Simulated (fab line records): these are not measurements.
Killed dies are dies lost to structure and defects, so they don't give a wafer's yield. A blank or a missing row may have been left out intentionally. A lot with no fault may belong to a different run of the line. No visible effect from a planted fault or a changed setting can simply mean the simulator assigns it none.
A lot that was struck, set against a sound lot | flow sky130 | 42 out of 708 route steps
Sound: the wafers L520.1, L520.2, L520.6. Wafers struck: L534.2, L534.4, L534.6. The cause is named last.
At each step with rows: each side's tool, then ch and its chambers, then its first start. Under that, the readings that differ: sound wafers | struck wafers | difference of the means | sigmas: that difference in standard deviations of wafers without a fault.
alike: readings with means less than 2 such deviations apart, plus words and numbers identical on both sides. not compared: withheld readings, readings lacking a value on some wafer, bounds such as >300 that could conceal the same value, and numbers that have no deviation in the record and whose values overlap.
Wherever a step has rows on one side only, a row that says differs or no value, or a row with sigmas, the two part there. Non-overlapping numbers with no deviation appear without sigmas and do not part them. A reading that every wafer of one side lacks parts them only if that side has two wafers or more.

SKY_POLY_CUT_ETCH_10: etches BARC in N2/H2, stops on SiO2, time 45.9 s, target depth 60 nm.
  sound on rie_diel-03 ch 2,3, day 25 02:56; struck on rie_diel-03 ch 0,2, day 29 07:05
  alike: chamber_pressure_mTorr, drypump_motor_current_A, h2_flow_sccm, oes_product_au, throttle_valve_pct
  not compared: rf_hours_counter_h
SKY_POLY_CUT_ETCH_11: etches Si3N4 in CF4/CH2F2/Ar, stops on poly-Si, time 42.5 s, target depth 60 nm.
  sound on rie_diel-03 ch 2,3, day 25 02:59; struck on rie_diel-03 ch 0,2, day 29 07:08
  alike: ch2f2_flow_sccm, chamber_pressure_mTorr, drypump_motor_current_A, oes_product_au, throttle_valve_pct
  not compared: rf_hours_counter_h
SKY_POLY_CUT_STRIP_12: strips in O2/N2.
  sound on plasma_asher-04 ch 0,1, day 25 03:01; struck on plasma_asher-02 ch 0, day 29 07:10
  reading                     | sound       | struck      | difference | sigmas
  drypump_motor_current_A (A) | 6.0 5.8 6.0 | 5.0 5.0 5.0 | -0.9       | -2
  alike: chamber_pressure_mTorr, oes_product_au, strip_time_to_endpoint_s
  not compared: rf_hours_counter_h
then, 7 steps without rows for these wafers: SKY_SD_P_DEHYDRATE_00 (time 60 s); SKY_SD_P_HMDS_01 (prime time 60 s); SKY_SD_P_COAT_02 (resist thk 1140 nm); SKY_SD_P_SOFTBAKE_03 (time 60 s); SKY_SD_P_EXPOSE_04 (exposes mask PSDM, target cd 380 nm); SKY_SD_P_PEB_05; SKY_SD_P_DEVELOP_06 (develop time 60 s).
SKY_SD_P_CD_MEAS_07: the cd target is 380 nm.
  sound on cd_sem-02, day 26 08:23; struck on cd_sem-02, day 30 10:15
  alike: cd_nm
SKY_SD_P_OVL_MEAS_08:
  sound on overlay-01, day 26 08:30; struck on overlay-02, day 30 10:21
  reading       | sound          | struck       | difference | sigmas
  SD_P_OVL (nm) | -1.8 -2.6 -5.0 | -1.5 0.9 1.4 | +3.4       | +2
SKY_SD_P_IMPLANT_09:
  sound on implanter-03 ch 0, day 26 08:32; struck on implanter-03 ch 0, day 30 10:25
then, 1 step without rows for these wafers: SKY_SD_P_STRIP_10 (strips in O2/N2).
SKY_SD_P_TW_MEAS_11:
  sound on film_metro-01, day 26 08:47; struck on film_metro-02, day 30 10:38
  alike: SD_P_TW
then, 8 steps without rows for these wafers: SKY_RES_XHIGH_DEHYDRATE_00 (time 60 s); SKY_RES_XHIGH_HMDS_01 (prime time 60 s); SKY_RES_XHIGH_COAT_02 (resist thk 1140 nm); SKY_RES_XHIGH_SOFTBAKE_03 (time 60 s); SKY_RES_XHIGH_EXPOSE_04 (exposes mask URPM, target cd 1270 nm); SKY_RES_XHIGH_PEB_05; SKY_RES_XHIGH_DEVELOP_06 (develop time 60 s); SKY_RES_XHIGH_IMPLANT_07.
SKY_RES_XHIGH_STRIP_08: strips in O2/N2.
  sound on plasma_asher-02 ch 0,1, day 27 13:19; struck on plasma_asher-02 ch 1, day 31 13:35
  alike: chamber_pressure_mTorr, drypump_motor_current_A, oes_product_au, strip_time_to_endpoint_s
  not compared: rf_hours_counter_h
SKY_RES_XHIGH_TW_MEAS_09:
  sound on film_metro-03, day 27 13:25; struck on film_metro-03, day 31 13:42
  alike: RES_XHIGH_TW
then, 7 steps without rows for these wafers: SKY_SD_N_DEHYDRATE_00 (time 60 s); SKY_SD_N_HMDS_01 (prime time 60 s); SKY_SD_N_COAT_02 (resist thk 1140 nm); SKY_SD_N_SOFTBAKE_03 (time 60 s); SKY_SD_N_EXPOSE_04 (exposes mask NSDM, target cd 380 nm); SKY_SD_N_PEB_05; SKY_SD_N_DEVELOP_06 (develop time 60 s).
SKY_SD_N_CD_MEAS_07: the cd target is 380 nm.
  sound on cd_sem-02, day 28 17:55; struck on cd_sem-01, day 32 17:19
  alike: cd_nm
SKY_SD_N_OVL_MEAS_08:
  sound on overlay-01, day 28 18:02; struck on overlay-01, day 32 17:26
  alike: SD_N_OVL
then, 2 steps without rows for these wafers: SKY_SD_N_IMPLANT_09; SKY_SD_N_IMPLANT_10.
SKY_SD_N_STRIP_11: strips in O2/N2.
  sound on plasma_asher-01 ch 0,1, day 28 18:22; struck on plasma_asher-03 ch 0,1, day 32 17:46
  alike: chamber_pressure_mTorr, drypump_motor_current_A, oes_product_au, strip_time_to_endpoint_s
  not compared: rf_hours_counter_h
SKY_SD_N_TW_MEAS_12:
  sound on film_metro-01, day 28 18:29; struck on film_metro-02, day 32 17:52
  alike: SD_N_TW
then, 2 steps without rows for these wafers: SKY_SD_N_CLEAN_13 (cleans in SC1/SC2, time 150 s); SKY_SD_N_RTA_14 (time 2 s).
SKY_SD_N_RS_MEAS_16: a four-point-probe measurement.
  sound on film_metro-02, day 28 18:46; struck on film_metro-02, day 32 18:10
  alike: SD_N_RS
-- a jump in the record: the struck wafers' starts before and after are 17 days apart (it breaks off in module SD_N and resumes in module PAD_OPEN, where the first step shown is number 708 of the route) --
SKY_PAD_OPEN_PROBE_99:
  sound on prober-02, day 46 11:12; struck on prober-02, day 49 10:55
  reading                                           | sound                | struck               | difference | sigmas
  model.etest.pfet_g5v0d10v5.r_on_ohm_um            | 4674 4695 4687       | 4927 4983 4952       | +269       |
  model.etest.pfet_01v8.r_on_ohm_um                 | 2933 2894 2964       | 3018 3024 3006       | +86        |
  model.etest.pfet_g5v0d10v5.drive_ua_um            | 348.6 345.4 344.6    | 334.6 330.9 334.1    | -13.0      |
  model.etest.res_high_po.rs_ohm_sq_rim_less_centre | -6.797 -6.454 -4.299 | -15.04 -16.25 -11.32 | -8.35      |
  model.etest.res_high_po.rs_ohm_sq_range           | 9.417 8.034 7.454    | 16.4 17.58 12.61     | +7.2       |
  model.etest.pfet_01v8_lvt.drive_ua_um             | 174.5 174.9 174.2    | 163.8 163.8 165.4    | -10.2      |
  alike: killed_at_M0_to_M3, killed_at_M4_up, killed_at_contacts, killed_at_front_end, killed_at_other, killed_dies, killed_open, killed_short
  not compared: model.etest.pfet_01v8_mvt.drive_ua_um, model.etest.res_pdiff.rs_ohm_sq_rim_less_centre

## WHERE THEY PART
At SKY_POLY_CUT_STRIP_12 first; at SKY_SD_P_OVL_MEAS_08 last (within this record only). Later steps at which nothing parts them and some readings are alike: SKY_SD_P_TW_MEAS_11, SKY_RES_XHIGH_STRIP_08, SKY_RES_XHIGH_TW_MEAS_09, SKY_SD_N_CD_MEAS_07, SKY_SD_N_OVL_MEAS_08, SKY_SD_N_STRIP_11, SKY_SD_N_TW_MEAS_12, SKY_SD_N_RS_MEAS_16, SKY_PAD_OPEN_PROBE_99.

WHY: what the simulator had put in
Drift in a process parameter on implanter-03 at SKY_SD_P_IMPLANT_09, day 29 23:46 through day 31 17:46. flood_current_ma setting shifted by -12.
